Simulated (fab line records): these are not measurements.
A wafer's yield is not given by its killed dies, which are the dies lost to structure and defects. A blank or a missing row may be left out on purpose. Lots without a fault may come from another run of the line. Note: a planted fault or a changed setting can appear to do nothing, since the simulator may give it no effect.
Matching of chambers / flow sky130 / SKY_METAL3_ETCH_17 on rie-diel-02 has 4 sister chambers
The step etches SiO2 in C4F8/O2/Ar, stops on TiN, time 3.9 s, target depth 15 nm. 36 wafers are shown with their chamber, then 12 later ones without.

== WAFERS PAIRED WITH THEIR CHAMBERS ==
wafer=L075.2; chamber=1; oes-product-au (a.u.)=0.733
wafer=L075.4; chamber=2; oes-product-au (a.u.)=0.751
wafer=L075.6; chamber=0; oes-product-au (a.u.)=0.746
wafer=L077.1; chamber=2; oes-product-au (a.u.)=0.754
wafer=L077.2; chamber=3; oes-product-au (a.u.)=0.747
wafer=L077.3; chamber=2; oes-product-au (a.u.)=0.758
wafer=L077.4; chamber=3; oes-product-au (a.u.)=0.766
wafer=L077.5; chamber=2; oes-product-au (a.u.)=0.763
wafer=L077.6; chamber=3; oes-product-au (a.u.)=0.759
wafer=L078.1; chamber=0; oes-product-au (a.u.)=0.763
wafer=L078.3; chamber=3; oes-product-au (a.u.)=0.764
wafer=L078.4; chamber=2; oes-product-au (a.u.)=0.759
wafer=L080.1; chamber=2; oes-product-au (a.u.)=0.752
wafer=L080.3; chamber=3; oes-product-au (a.u.)=0.761
wafer=L080.5; chamber=2; oes-product-au (a.u.)=0.749
wafer=L082.2; chamber=3; oes-product-au (a.u.)=0.760
wafer=L082.4; chamber=0; oes-product-au (a.u.)=0.769
wafer=L082.5; chamber=2; oes-product-au (a.u.)=0.776
wafer=L085.3; chamber=0; oes-product-au (a.u.)=0.757
wafer=L085.4; chamber=2; oes-product-au (a.u.)=0.764
wafer=L085.5; chamber=3; oes-product-au (a.u.)=0.766
wafer=L086.1; chamber=2; oes-product-au (a.u.)=0.738
wafer=L086.4; chamber=0; oes-product-au (a.u.)=0.757
wafer=L086.6; chamber=2; oes-product-au (a.u.)=0.745
wafer=L087.1; chamber=0; oes-product-au (a.u.)=0.752
wafer=L087.2; chamber=2; oes-product-au (a.u.)=0.751
wafer=L087.5; chamber=3; oes-product-au (a.u.)=0.750
wafer=L088.1; chamber=3; oes-product-au (a.u.)=0.761
wafer=L088.2; chamber=0; oes-product-au (a.u.)=0.756
wafer=L088.3; chamber=1; oes-product-au (a.u.)=0.750
wafer=L088.4; chamber=2; oes-product-au (a.u.)=0.761
wafer=L088.5; chamber=2; oes-product-au (a.u.)=0.759
wafer=L088.6; chamber=1; oes-product-au (a.u.)=0.762
wafer=L091.3; chamber=2; oes-product-au (a.u.)=0.764
wafer=L091.5; chamber=0; oes-product-au (a.u.)=0.768
wafer=L091.6; chamber=1; oes-product-au (a.u.)=0.764

SIGNATURES, as means of the wafers listed above
reading=oes-product-au; chamber 0=0.75850; chamber 1=0.75225; chamber 2=0.75627; chamber 3=0.75933; scatter within a chamber=0.00898
Rule: distance of a wafer from a chamber = root of the sum over the readings of ((wafer's reading minus chamber's mean) / reading's scatter) squared. If the next closest chamber is less than 2 further off than the closest, the wafer can't be placed; otherwise it belongs to the closest. The scatter: take each reading less its chamber's mean, square it, sum over the shown wafers, divide by the number of wafers less the number of chambers, and take the root.

== WAFERS MISSING THEIR CHAMBER ==
wafer=L094.1; oes-product-au (a.u.)=0.754
wafer=L094.5; oes-product-au (a.u.)=0.760
wafer=L094.6; oes-product-au (a.u.)=0.755
wafer=L093.3; oes-product-au (a.u.)=0.747
wafer=L093.5; oes-product-au (a.u.)=0.770
wafer=L093.6; oes-product-au (a.u.)=0.763
wafer=L095.1; oes-product-au (a.u.)=0.744
wafer=L095.2; oes-product-au (a.u.)=0.756
wafer=L095.3; oes-product-au (a.u.)=0.762
wafer=L097.2; oes-product-au (a.u.)=0.742
wafer=L097.4; oes-product-au (a.u.)=0.747
wafer=L097.6; oes-product-au (a.u.)=0.759

== WHICH CHAMBER EACH ONE RAN IN ==
wafer=L094.1; from the rows above=can't be placed: 1 or 2 or 0 or 3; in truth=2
wafer=L094.5; from the rows above=can't be placed: 3 or 0 or 2 or 1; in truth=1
wafer=L094.6; from the rows above=can't be placed: 2 or 1 or 0 or 3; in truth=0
wafer=L093.3; from the rows above=can't be placed: 1 or 2 or 0 or 3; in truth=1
wafer=L093.5; from the rows above=can't be placed: 3 or 0 or 2 or 1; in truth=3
wafer=L093.6; from the rows above=can't be placed: 3 or 0 or 2 or 1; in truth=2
wafer=L095.1; from the rows above=can't be placed: 1 or 2 or 0 or 3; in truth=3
wafer=L095.2; from the rows above=can't be placed: 2 or 0 or 3 or 1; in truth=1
wafer=L095.3; from the rows above=can't be placed: 3 or 0 or 2 or 1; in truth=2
wafer=L097.2; from the rows above=can't be placed: 1 or 2 or 0 or 3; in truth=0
wafer=L097.4; from the rows above=can't be placed: 1 or 2 or 0 or 3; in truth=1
wafer=L097.6; from the rows above=can't be placed: 3 or 0 or 2 or 1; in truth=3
Correctly placed: 0 of 12. Can't be placed from these rows: 12 (the true chamber is among the candidates in 12). Placed wrongly: 0.
